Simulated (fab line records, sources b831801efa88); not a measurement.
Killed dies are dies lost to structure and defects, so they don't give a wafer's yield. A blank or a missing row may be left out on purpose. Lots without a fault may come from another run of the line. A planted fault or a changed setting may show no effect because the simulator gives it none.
Which tool did it? | flow sky130 | 12 lots, 36 wafers sampled, at 2 steps of a route of 708

WHAT THE GAUGES READ, wafer by wafer
SKY_POLY_GATE_THK_MEAS_04.
lot  | measured     | on            | POLY_GATE_CVD_03_THK (nm)
L075 | day 14 23:28 | film_metro-02 | 75.1 75.1 74.8
L077 | day 16 13:34 | film_metro-02 | 74.3 74.5 74.3
L080 | day 17 10:25 | film_metro-03 | 76.9 76.3 75.9
L081 | day 17 18:14 | film_metro-02 | 74.3 74.2 74.9
L083 | day 18 12:25 | film_metro-02 | 75.0 75.1 74.7
L085 | day 19 02:14 | film_metro-02 | 74.6 74.1 74.7
L087 | day 20 00:17 | film_metro-03 | 75.3 75.4 75.5
L089 | day 20 08:36 | film_metro-02 | 75.1 75.1 75.2
L091 | day 21 03:53 | film_metro-02 | 75.0 73.9 74.7
L093 | day 22 20:20 | film_metro-03 | 75.1 75.4 75.2
L094 | day 23 09:10 | film_metro-01 | 76.0 76.2 75.8
L097 | day 23 13:23 | film_metro-02 | 75.6 75.0 75.8

WHICH TOOL RAN EACH LOT (tool, then ch and the chambers of the sampled wafers, then the start)
lot  | SKY_NWELL_RTA_28
L075 | rtp_anneal-01 ch 0, day 5 06:39
L077 | rtp_anneal-01 ch 0, day 6 09:42
L080 | rtp_anneal-02 ch 0, day 6 22:13
L081 | rtp_anneal-02 ch 0, day 7 03:47
L083 | rtp_anneal-01 ch 0, day 7 14:03
L085 | rtp_anneal-02 ch 0, day 8 03:32
L087 | rtp_anneal-02 ch 0, day 8 14:28
L089 | rtp_anneal-02 ch 0, day 8 23:56
L091 | rtp_anneal-01 ch 0, day 9 11:48
L093 | rtp_anneal-01 ch 0, day 10 06:04
L094 | rtp_anneal-02 ch 0, day 11 00:30
L097 | rtp_anneal-01 ch 0, day 11 05:38
- SKY_NWELL_RTA_28: time 30 s.

THE ANSWER, worked out from the rows above alone
Rule: what is usual is taken from the lots themselves. Put in order of their means at a reading, lots are off if they are a third of the lots or fewer, leave a main group of 4 or more, and stand apart from it by a gap of 3 or more times the standard deviation of the main group's means; of several such gaps the widest counts. A main group whose means are all the same, to the digits that the tables above print for the reading, isn't used. A lot without any number at a reading at which 4 lots or more have one is off too. The other lots that the step has rows for count as sound.
No lot is off at any reading shown: from this, nothing can be told.

WHAT THE SIMULATOR HAD PUT IN
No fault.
